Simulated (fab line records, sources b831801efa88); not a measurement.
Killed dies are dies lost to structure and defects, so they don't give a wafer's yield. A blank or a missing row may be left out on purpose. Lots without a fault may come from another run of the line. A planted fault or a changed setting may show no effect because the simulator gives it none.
One fault seen from 2 desks | flow sky130 | each desk has only its own numbers; what lay behind them comes last

THE METROLOGY DESK
What the gauges read, lot by lot, whatever tool the lot ran on: means of the sampled wafers that have a number. A lot is out of limits, marked OUT, if its mean lies more than 4 standard deviations from the usual mean; the brackets give that distance.
Columns: A = VT_ADJUST_HVTR_TW at SKY_VT_ADJUST_HVTR_TW_MEAS_11, usual 211.4; B = GATE_OXIDE_TW at SKY_GATE_OXIDE_TW_MEAS_14, usual 224.1
lot  | first seen here | A     | B
L322 | day 8 02:10     | 214.0 | 223.3
L323 | day 9 11:14     | 209.1 | 224.8
L331 | day 12 15:43    | 210.2 | 231.5
L332 | day 12 22:41    | 209.7 | 230.7
L333 | day 13 02:46    | 216.0 | 224.1
L334 | day 13 11:16    | 211.5 | 224.7
L335 | day 13 18:23    | 214.4 | 222.3
L337 | day 14 09:02    | 214.2 | 221.9
L339 | day 15 05:25    | 214.0 | 224.1
L340 | day 15 12:16    | 208.9 | 225.0
L342 | day 16 08:43    | 208.3 | 224.9
L344 | day 17 02:55    | 209.0 | 225.4
L345 | day 17 12:13    | 214.3 | 221.7
This desk's finding: nothing out of limits on any of the 13 lots.

THE TOOL OWNER'S DESK: implanter-04
The tool's own readings at SKY_GATE_OXIDE_IMPLANT_11: means of the sampled wafers that have a number, for each lot that ran on this tool. A lot is out of limits, marked OUT, if its mean lies more than 4 standard deviations from the usual mean; the brackets give that distance.
Columns: A = beam_on_s at SKY_GATE_OXIDE_IMPLANT_11, usual 10.02 s; B = faraday_current_uA at SKY_GATE_OXIDE_IMPLANT_11, usual 14.6
lot  | first seen here | A     | B
L322 | day 12 06:29    | 10.29 | 14.3
L323 | day 13 21:43    | 10.04 | 14.6
L331 | day 17 13:12    | 10.64 | 13.9
L332 | day 17 20:50    | 10.43 | 14.1
L333 | day 18 05:52    | 9.75  | 15.0
L340 | day 20 15:13    | 9.96  | 14.7
L344 | day 22 10:59    | 10.06 | 14.6
L345 | day 22 22:53    | 10.09 | 14.6
This desk's finding: nothing out of limits on any of the 8 lots.

PUT TOGETHER
The metrology desk saw nothing out of limits.
The tool owner's desk saw nothing out of limits.

WHAT THE SIMULATOR HAD PUT IN
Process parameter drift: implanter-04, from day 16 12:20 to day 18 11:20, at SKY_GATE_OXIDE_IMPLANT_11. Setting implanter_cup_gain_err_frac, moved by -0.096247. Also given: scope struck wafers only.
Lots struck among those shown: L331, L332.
